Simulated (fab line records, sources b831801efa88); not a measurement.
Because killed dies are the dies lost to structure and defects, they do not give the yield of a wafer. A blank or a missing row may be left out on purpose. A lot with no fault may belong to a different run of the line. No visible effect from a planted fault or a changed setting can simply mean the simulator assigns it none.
Split-lot experiment | flow sky130 | route with 708 steps; 5 lots, 23 wafers read

## SPLIT DETAILS
At SKY_LOCAL_INTERCONNECT_COAT_06 (resist thk 450 nm), the setting spin-rpm was moved away from the recipe's 3000 rpm on 9 of the 23 wafers read, by -3.5% to +6.1%. For the rest of the wafers, this setting stayed at what the recipe calls for.

Reading taken at the split's own step.

## THE READING
KrF-thick_of_LOCAL_INTERCONNECT_COAT_06.thk-nm (the simulator's own value, which no gauge read), in nm, at SKY_LOCAL_INTERCONNECT_COAT_06 (resist thk 450 nm). The file gives no usual value for it. The 14 wafers here that ran the recipe average 449.5 nm, standard deviation 1.3 nm.

wafer  | tool, chamber at the split | spin-rpm as run, rpm | against the recipe | KrF-thick_of_LOCAL_INTERCONNECT_COAT_06.thk-nm, nm | against lot-mates on the recipe
L076.2 | litho-track-04, 0          | 3000                 | recipe             | 451.1                                              | -
L076.3 | litho-track-04, 0          | 3000                 | recipe             | 449.6                                              | -
L076.4 | litho-track-04, 0          | 3000                 | recipe             | 447.7                                              | -
L080.1 | litho-track-03, 0          | 3000                 | recipe             | 450.1                                              | -
L080.3 | litho-track-03, 0          | 3000                 | recipe             | 450.1                                              | -
L080.2 | litho-track-03, 0          | 3000                 | recipe             | 451                                                | -
L080.4 | litho-track-03, 0          | 3172                 | +5.7%              | 436.3                                              | -14.1
L080.6 | litho-track-03, 0          | 3172                 | +5.7%              | 438.9                                              | -11.5
L081.1 | litho-track-03, 0          | 3182                 | +6.1%              | 436.5                                              | -13.7
L081.2 | litho-track-03, 0          | 3000                 | recipe             | 450.5                                              | -
L081.3 | litho-track-03, 0          | 3182                 | +6.1%              | 437.1                                              | -13.1
L081.4 | litho-track-03, 0          | 3000                 | recipe             | 449.9                                              | -
L081.5 | litho-track-03, 0          | 3182                 | +6.1%              | 435.5                                              | -14.7
L083.2 | litho-track-04, 0          | 3000                 | recipe             | 450.5                                              | -
L083.3 | litho-track-04, 0          | 3000                 | recipe             | 449.9                                              | -
L083.4 | litho-track-04, 0          | 3057                 | +1.9%              | 446                                                | -4.3
L083.5 | litho-track-04, 0          | 3057                 | +1.9%              | 446.4                                              | -3.9
L083.6 | litho-track-04, 0          | 3000                 | recipe             | 450.4                                              | -
L082.1 | litho-track-03, 0          | 3000                 | recipe             | 447.8                                              | -
L082.3 | litho-track-03, 0          | 3000                 | recipe             | 447.8                                              | -
L082.2 | litho-track-03, 0          | 3000                 | recipe             | 446.8                                              | -
L082.4 | litho-track-03, 0          | 2896                 | -3.5%              | 456.1                                              | +8.6
L082.6 | litho-track-03, 0          | 2896                 | -3.5%              | 455.7                                              | +8.2

FIT RESULTS
A straight line over all 23 wafers: KrF-thick_of_LOCAL_INTERCONNECT_COAT_06.thk-nm changes by -2.08 nm for each +1% of spin-rpm; r = -0.98; the points scatter about the line by 1.2 nm.
The same after taking each lot's own level away (the mean of its wafers on the recipe; 23 wafers): -2.29 nm for each +1%; r = -0.99; scatter 0.78 nm.
The reading moves by 14 nm for the largest change in spin-rpm, on that fit.
The lots' own levels span 447.47 to 450.40 nm, that is 2.2 times the standard deviation above.
The two slopes are in agreement: the lot-to-lot level therefore moves the slope only a little.
Check: for one of the wafers moved furthest among these (+6.1%), held out of the fit, the line's prediction against its lot-mates is -13.8 nm. Against them it came out at -13.7 nm.

## OTHER SPLITS ON THESE WAFERS
Note: prior to the reading, these wafers also went through further splits. Each is held against what the fit with the lots' levels taken away leaves over:
other split on the same wafers                | wafers away from the commonest value | r with KrF-thick_of_LOCAL_INTERCONNECT_COAT_06.thk-nm (lot level and that fit taken away)
SKY_LDD_P_IMPLANT_09 dose-cm2                 | 10                                   | +0.09
SKY_LDD_HVP_IMPLANT_08 energy-kev             | 8                                    | +0.10
SKY_POLY_CUT_EXPOSE_05 dose-mj                | 6                                    | +0.26
SKY_POLY_CUT_ETCH_10 time-s                   | 8                                    | -0.05
SKY_SD_P_IMPLANT_09 energy-kev                | 7                                    | +0.13
SKY_RES_XHIGH_IMPLANT_07 dose-cm2             | 6                                    | -0.20
SKY_SD_N_IMPLANT_09 energy-kev                | 10                                   | -0.08
SKY_LI_CONTACT_HDPCVD_00 time-s               | 4                                    | -0.20
SKY_LI_CONTACT_SPUTTER_19 chamber-pressure-pa | 15                                   | -0.03

## THE FILE'S OWN FIT
KrF-thick_of_LOCAL_INTERCONNECT_COAT_06.thk-nm changes by -2.28 nm for each +1% of spin-rpm, r = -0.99.
